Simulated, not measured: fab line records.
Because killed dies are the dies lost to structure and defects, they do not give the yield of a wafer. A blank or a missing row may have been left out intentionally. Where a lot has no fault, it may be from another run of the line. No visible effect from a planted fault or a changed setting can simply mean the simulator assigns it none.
A single fault, viewed from 2 desks :: flow sky130 :: every desk sees just its own numbers, and what lay behind them comes last

## AT THE METROLOGY DESK
What the gauges read, lot by lot, whatever tool the lot ran on: means of the sampled wafers that have a number. If a lot's mean is further than 4 standard deviations from the usual mean, the lot is out of limits and carries the mark OUT (the distance appears in the brackets).
Columns: A = CAP2M_OVL at SKY_CAP2M_OVL_MEAS_12, usual 0.0 nm; B = cd nm at SKY_METAL4_CD_MEAS_13, usual 300.2 nm; C = VIA4_HDPCVD_THK at SKY_VIA4_THK_MEAS_01, usual 1744 nm
lot: L502
first seen here: day 41 10:56
A: 1.1
B: 299.0
C: 1759

lot: L504
first seen here: day 42 02:19
A: 0.6
B: 299.0
C: 1732

lot: L505
first seen here: day 42 09:50
A: -0.6
B: 302.7
C: 1743

lot: L506
first seen here: day 42 13:44
A: -0.8
B: 300.1
C: 1754

lot: L507
first seen here: day 42 22:19
A: 0.9
B: 301.6
C: 1712

lot: L509
first seen here: day 43 06:32
A: 0.7
B: 300.6
C: 1764

lot: L508
first seen here: day 43 07:52
A: -1.2
B: 301.2
C: 1744

lot: L514
first seen here: day 44 16:40
A: 1.3
B: 287.1 (-8.7) OUT
C: 1724

lot: L521
first seen here: day 46 05:49
A: -1.6
B: 300.7
C: 1743

lot: L522
first seen here: day 46 18:36
A: 0.3
B: 300.0
C: 1731

lot: L523
first seen here: day 47 03:07
A: 0.1
B: 299.0
C: 1731

lot: L524
first seen here: day 47 13:04
A: -0.5
B: 299.7
C: 1775
Finding of this desk: L514 out of limits; the first was L514 at day 45 14:32, on cd nm at SKY_METAL4_CD_MEAS_13. Within limits: L502, L504, L505, L506, L507, L509, L508, L521, L522, L523, L524.

## FOR THE TOOL OWNER'S DESK: krf scanner-01
The tool's own readings at SKY_METAL4_EXPOSE_10 (exposes mask MM4, target cd 300 nm): means of the sampled wafers that have a number, for each lot that ran on this tool. If a lot's mean is further than 4 standard deviations from the usual mean, the lot is out of limits and carries the mark OUT (the distance appears in the brackets).
Columns: A = exposure dose mJ cm2 at SKY_METAL4_EXPOSE_10, usual 27.999
lot: L502
first seen here: day 41 23:09
A: 27.963

lot: L506
first seen here: day 43 02:02
A: 28.015

lot: L509
first seen here: day 43 18:58
A: 27.978

lot: L508
first seen here: day 43 19:59
A: 28.000

lot: L514
first seen here: day 45 04:22
A: 27.542 (-16) OUT

lot: L523
first seen here: day 47 13:44
A: 28.009

lot: L524
first seen here: day 48 00:19
A: 28.031
Finding of this desk: L514 out of limits; the first was L514 at day 45 04:22, on exposure dose mJ cm2 at SKY_METAL4_EXPOSE_10. Within limits: L502, L506, L509, L508, L523, L524.

## BROUGHT TOGETHER
At day 45 04:22, on L514, the tool owner's desk was in a position to raise an alarm.
At day 45 14:32 the metrology desk could have sounded an alarm, on L514.
The lots listed all ran SKY_METAL4_EXPOSE_10 on krf scanner-01.

## WHAT THE SIMULATOR HAD INSERTED
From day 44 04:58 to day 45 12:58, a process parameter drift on krf scanner-01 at SKY_METAL4_EXPOSE_10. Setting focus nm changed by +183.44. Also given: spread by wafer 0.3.
Shown lots that were struck: L514.
Counting hours from when the fault started, the first reading out of limits came at 23 for the tool owner's desk and at 34 for the metrology desk.
